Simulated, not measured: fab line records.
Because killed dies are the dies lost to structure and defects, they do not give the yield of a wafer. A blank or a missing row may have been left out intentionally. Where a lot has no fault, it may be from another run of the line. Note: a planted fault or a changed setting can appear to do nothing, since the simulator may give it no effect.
fab line records | flow sfq_line
record: lots: 14 wafers: 42 last_day: 82
route steps=325 shown M5@205
lots untouched by any fault: they come from a run of this same line in which no faults occurred
start_h: the number of hours between the record's first day and the start of the first shown wafer of the lot | wait_h: time in hours since the lot's previous step | " unchanged from the row above | L1.1+2: one row covering several wafers at once | - no value present, or no start provided | * or withheld: withheld | < > ~ a bound
route shown NAME@n: NAME is a module with steps in the file, n the number in the route of the first one | usual: the fault-free wafers' mean and standard deviation | same: alike in all rows | chamber/n: place in a boat | sites: per-site readings | _std_site: how widely they spread, as a standard deviation | _edge_site: the outer-site mean with the inner-site mean subtracted | radius_mm: how far each site lies from the wafer's centre | mask NAME#n: copy n | behind: tool/chamber where the wafer was last shaped | hold: why the lot was held/for how many hours/how that ended | device: which transistor (n, p or np) failed to switch | end of line: the same wafers' tests at the end of the route | for a step that has no rows: nothing shown but its recipe | killed: dies that structure and defects cost at the first sort, which is not the same as the wafer's yield | map: a wafer's dies, marking killed ones x, the rest . and places with no die _
set.NAME: the setting the step ran with; set.NAME@STEP: the setting that earlier step ran with | model.NAME: the simulator's own value behind a step, which no gauge read
a sample of lots followed through the steps of the route, with each step as a table and each wafer as a row
services: when a tool's chamber went out of use (start_h, in hours from the record's first day, below 0 if earlier), for how many hours, and the reason
== steps ==
step: SFQ_TRILAYER_M5_BARC_OPEN_METAL_ETCH_161
recipe: mask_material: PR chemistry: O2 target_depth_nm: 125 target: BARC icp_w: 600 bias_w: 80 pressure_mtorr: 10 time_s: 41.7
usual: drypump_motor_current_A: 5.5/0.48 oes_product_au: 0.685/0.0045 rf_fwd_power_W: 594.3/2.2
columns lot.wafer tool chamber start_h wait_h drypump_motor_current_A oes_product_au rf_fwd_power_W rf_hours_counter_h
L665.1 rie_metal-01 1 1383.00 0.0 5.5 0.677 594.5 2
L665.2 " 0 " " 6.1 0.678 593.3 55
L665.3 " 1 " " 5.5 0.679 595.2 -
L666.2 rie_metal-04 1 1384.20 0.0 5.0 0.687 592.2 128
L666.4 " 1 " " 5.0 0.684 595.5 -
L666.6 " 1 " " 5.0 0.684 594.6 -
L667.3 rie_metal-03 0 1395.02 0.0 6.0 0.680 599.3 -
L667.4 " 1 " " 4.9 0.679 595.7 -
L667.6 " 0 " " 6.0 0.683 599.1 -
L668.1 rie_metal-04 1 1398.60 0.0 5.0 0.687 594.3 131
L668.2 " 0 " " 5.3 0.687 594.4 61
L668.6 " 1 " " 5.0 0.687 590.6 -
L669.4 rie_metal-01 1 1402.22 0.0 5.5 0.682 596.7 -
L669.5 " 0 " " 6.1 0.684 592.2 -
L669.6 " 1 " " 5.5 0.681 597.8 -
L670.3 rie_metal-04 1 1403.42 0.0 5.0 0.687 595.0 -
L670.4 " 0 " " 5.2 0.689 591.3 -
L670.6 " 0 " " 5.3 0.684 593.1 -
L671.2 rie_metal-01 1 1404.60 0.0 5.5 0.691 594.5 6
L671.3 " 0 " " 6.1 0.682 594.0 -
L671.6 " 0 " " 6.1 0.683 595.9 -
L672.2 rie_metal-01 0 1407.00 0.0 6.0 0.684 592.1 59
L672.3 " 0 " " 6.1 0.689 593.9 -
L672.4 " 1 " " 5.5 0.681 595.6 -
L678.2 rie_metal-01 1 1468.20 0.0 5.5 0.689 693.8 16
L678.4 " 1 " " 5.5 0.682 690.0 -
L678.5 " 0 " " 6.1 0.684 689.7 -
L680.1 rie_metal-01 1 1483.80 0.0 5.5 0.684 693.3 18
L680.5 " 0 " " 6.1 0.694 688.9 -
L680.6 " 1 " " 5.5 0.687 692.1 -
L684.1 rie_metal-03 1 1629.60 0.0 5.0 0.686 593.7 66
L684.3 " 0 " " 6.1 0.690 596.0 -
L684.5 " 0 " " 6.1 0.680 596.8 -
L685.1 rie_metal-04 1 1636.80 0.0 5.0 0.689 593.7 17
L685.2 " 0 " " 5.2 0.684 594.9 96
L685.5 " 1 " " 5.0 0.684 593.7 -
L686.2 rie_metal-03 1 1639.20 0.0 4.9 0.689 591.5 69
L686.4 " 1 " " 4.9 0.687 590.4 -
L686.6 " 1 " " 5.0 0.678 590.7 -
L687.2 rie_metal-04 1 1642.80 0.0 5.0 0.687 593.4 18
L687.3 " 1 " " 5.0 0.688 592.8 -
L687.4 " 0 " " 5.2 0.686 591.5 -
== services ==
columns tool chamber start_h hours kind
rie_metal-04 1 1439.34 - clean
rie_metal-04 1 1439.34 - consumable_replace:focus_ring
rie_metal-04 1 1439.34 14.7 scheduled_down
rie_metal-04 1 1439.34 14.7 vent_cycle
rie_metal-04 0 1467.35 1.2 repair
rie_metal-01 0 1473.61 1.1 repair
rie_metal-04 1 1516.00 26.5 repair
== key ==
first_sign: step: SFQ_TRILAYER_M5_BARC_OPEN_METAL_ETCH_161 reading: rf_fwd_power_W direction: up sigmas: 45 usual: 594.3 struck: 691.3
effect none on later readings
met_at SFQ_TRILAYER_M5_BARC_OPEN_METAL_ETCH_161
struck_lots L678,L680
onset_between 1407.00 1468.20
fault: kind: process_parameter_drift tool: rie_metal-01 chamber: - onset_h: 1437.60 steps: SFQ_TRILAYER_M5_BARC_OPEN_METAL_ETCH_161 channel: icp_w offset: 96 shape: step end_h: 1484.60 acts_in: these_recipes_only stated: 600
